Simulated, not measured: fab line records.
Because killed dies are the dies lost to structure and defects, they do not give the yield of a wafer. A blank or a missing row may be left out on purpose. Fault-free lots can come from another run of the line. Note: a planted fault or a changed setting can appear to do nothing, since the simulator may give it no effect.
Matching of chambers + flow gf180mcu + GF_V4_CVD_00 on hdpcvd-02: 3 sister chambers
The step deposits SiO2, target thk 600 nm, time 100 s. 3 wafers are shown with their chamber, then 8 later ones without.

WAFERS WITH THEIR CHAMBER
| wafer  | chamber | sih4FlowSccm (sccm) |
|--------|---------|---------------------|
| L995.4 | 1       | 60.11               |
| L995.6 | 0       | 59.74               |
| L997.1 | 2       | 59.97               |

WAFERS WHOSE CHAMBER IS MISSING
| wafer  | sih4FlowSccm (sccm) |
|--------|---------------------|
| L997.3 | 59.88               |
| L997.5 | 60.03               |
| L998.1 | 59.93               |
| L998.3 | 60.03               |
| L998.5 | 59.79               |
| L109.1 | 59.97               |
| L109.4 | 59.59               |
| L109.5 | 60.00               |

EACH ONE'S CHAMBER
| wafer  | from the rows above          | in truth |
|--------|------------------------------|----------|
| L997.3 | can't be placed: 2 or 0 or 1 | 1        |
| L997.5 | can't be placed: 2 or 1      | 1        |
| L998.1 | can't be placed: 2 or 1      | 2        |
| L998.3 | can't be placed: 2 or 1      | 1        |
| L998.5 | can't be placed: 0 or 2      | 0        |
| L109.1 | can't be placed: 2 or 1      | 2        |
| L109.4 | 0                            | 0        |
| L109.5 | can't be placed: 2 or 1      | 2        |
Correctly placed: 1 of 8. From these rows, 7 cannot be placed; in 7 the true chamber is one of the candidates. Placed wrongly: 0.
How it was worked out, from the rows above alone: a wafer's distance from a chamber is the root of the sum, over the readings, of the square of ((its reading less the chamber's mean) divided by the reading's scatter). If the next closest chamber is less than 2 further off than the closest, the wafer can't be placed; otherwise it belongs to the closest. A chamber's mean is the mean of its shown wafers. The scatter: with one shown wafer a chamber, the root of the mean of the squares of how far each hidden wafer lies from its nearest shown one.
